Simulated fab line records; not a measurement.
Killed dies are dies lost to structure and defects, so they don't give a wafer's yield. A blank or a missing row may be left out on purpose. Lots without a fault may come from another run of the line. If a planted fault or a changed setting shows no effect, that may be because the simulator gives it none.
Matching of chambers :: flow sky130 :: rie diel-03 running SKY_VIA2_ETCH_15: 4 sister chambers
The step etches SiO2 in C4F8/O2/Ar, stops on TiN, target depth 546 nm, time 84 s. 4 wafers are shown with their chamber, then 9 later ones without.

== WAFERS PAIRED WITH THEIR CHAMBERS ==
wafer: L081.1
chamber: 0
rf fwd power W (W): 1497

wafer: L084.5
chamber: 3
rf fwd power W (W): 1496

wafer: L085.1
chamber: 2
rf fwd power W (W): 1481

wafer: L085.5
chamber: 1
rf fwd power W (W): 1490

== WAFERS MISSING THEIR CHAMBER ==
wafer: L092.4
rf fwd power W (W): 1488

wafer: L092.5
rf fwd power W (W): 1491

wafer: L092.6
rf fwd power W (W): 1492

wafer: L096.2
rf fwd power W (W): 1485

wafer: L096.3
rf fwd power W (W): 1491

wafer: L096.4
rf fwd power W (W): 1491

wafer: L097.1
rf fwd power W (W): 1494

wafer: L097.2
rf fwd power W (W): 1493

wafer: L097.6
rf fwd power W (W): 1493

== WHICH CHAMBER EACH ONE RAN IN ==
wafer: L092.4
from the rows above: 1
in truth: 1

wafer: L092.5
from the rows above: can't be placed: 1 or 3
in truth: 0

wafer: L092.6
from the rows above: can't be placed: 1 or 3 or 0
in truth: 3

wafer: L096.2
from the rows above: can't be placed: 2 or 1
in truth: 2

wafer: L096.3
from the rows above: can't be placed: 1 or 3
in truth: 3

wafer: L096.4
from the rows above: can't be placed: 1 or 3
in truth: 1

wafer: L097.1
from the rows above: can't be placed: 3 or 0 or 1
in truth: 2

wafer: L097.2
from the rows above: can't be placed: 1 or 3 or 0
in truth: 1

wafer: L097.6
from the rows above: can't be placed: 1 or 3 or 0
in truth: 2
Correct placement for 1 of the 9. Cannot be placed on the basis of these rows: 8; the candidates contain the true chamber in 5. Placed wrongly: 0.
How it was worked out, from the rows above alone: a wafer's distance from a chamber is the root of the sum, over the readings, of the square of ((its reading less the chamber's mean) divided by the reading's scatter). If the next closest chamber is less than 2 further off than the closest, the wafer can't be placed; otherwise it belongs to the closest. Each chamber's mean is taken over the wafers shown for it. The scatter: root of mean squared gap, hidden wafer to nearest shown wafer, with one shown wafer a chamber.
